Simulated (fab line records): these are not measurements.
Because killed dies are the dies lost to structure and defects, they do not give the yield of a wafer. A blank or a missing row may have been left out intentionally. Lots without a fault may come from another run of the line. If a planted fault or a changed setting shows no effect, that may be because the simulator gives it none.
The tool behind it: which one? ; flow gf180mcu ; 7 lots, 21 wafers sampled, at 2 steps of a route of 602

== WHAT THE GAUGES SHOWED, per wafer ==
GF_M4_RS_MEAS_05: measurement is done with a four-point probe.
lot;measured;on;M4_ALCU_RS (ohm/sq)
L166;day 23 02:38;film metro-02;0.0704 0.0697 0.0703
L168;day 24 00:29;film metro-03;0.0698 0.0702 0.0695
L171;day 25 00:52;film metro-02;0.0693 0.0691 0.0694
L177;day 26 22:53;film metro-02;0.0697 0.0707 0.0689
L181;day 28 01:37;film metro-03;0.0701 0.0699 0.0693
L184;day 28 23:06;film metro-02;0.0690 0.0690 0.0693
L187;day 29 18:48;film metro-02;0.0689 0.0683 0.0679

== WHICH TOOL RAN EACH LOT (tool, then ch and the chambers of the sampled wafers, then the start) ==
lot;GF_V3_CVD_23
L166;cvd w-02 ch 0,1, day 23 01:49
L168;cvd w-02 ch 1, day 23 23:34
L171;cvd w-02 ch 0,1, day 24 23:43
L177;cvd w-01 ch 0,1, day 26 22:04
L181;cvd w-01 ch 0,1, day 28 00:48
L184;cvd w-01 ch 0,1, day 28 22:16
L187;cvd w-02 ch 0,1, day 29 17:59
- GF_V3_CVD_23: deposits W, target thk 350 nm, time 104.9 s.

== THE ANSWER, worked out from the rows above alone ==
Rule: the usual values come from the lots themselves. Put in order of their means at a reading, lots are off if they are a third of the lots or fewer, leave a main group of 4 or more, and stand apart from it by a gap of 3 or more times the standard deviation of the main group's means; of several such gaps the widest counts. A main group is skipped when, at the precision printed for the reading in the tables above, its means are all equal. Also off: a lot with no number at a reading for which 4 or more lots have one. Where the step has rows for the other lots, those lots are counted as sound.
Nothing can be told from this: no lot is off at any reading shown.

== WHAT HAD BEEN PUT IN BY THE SIMULATOR ==
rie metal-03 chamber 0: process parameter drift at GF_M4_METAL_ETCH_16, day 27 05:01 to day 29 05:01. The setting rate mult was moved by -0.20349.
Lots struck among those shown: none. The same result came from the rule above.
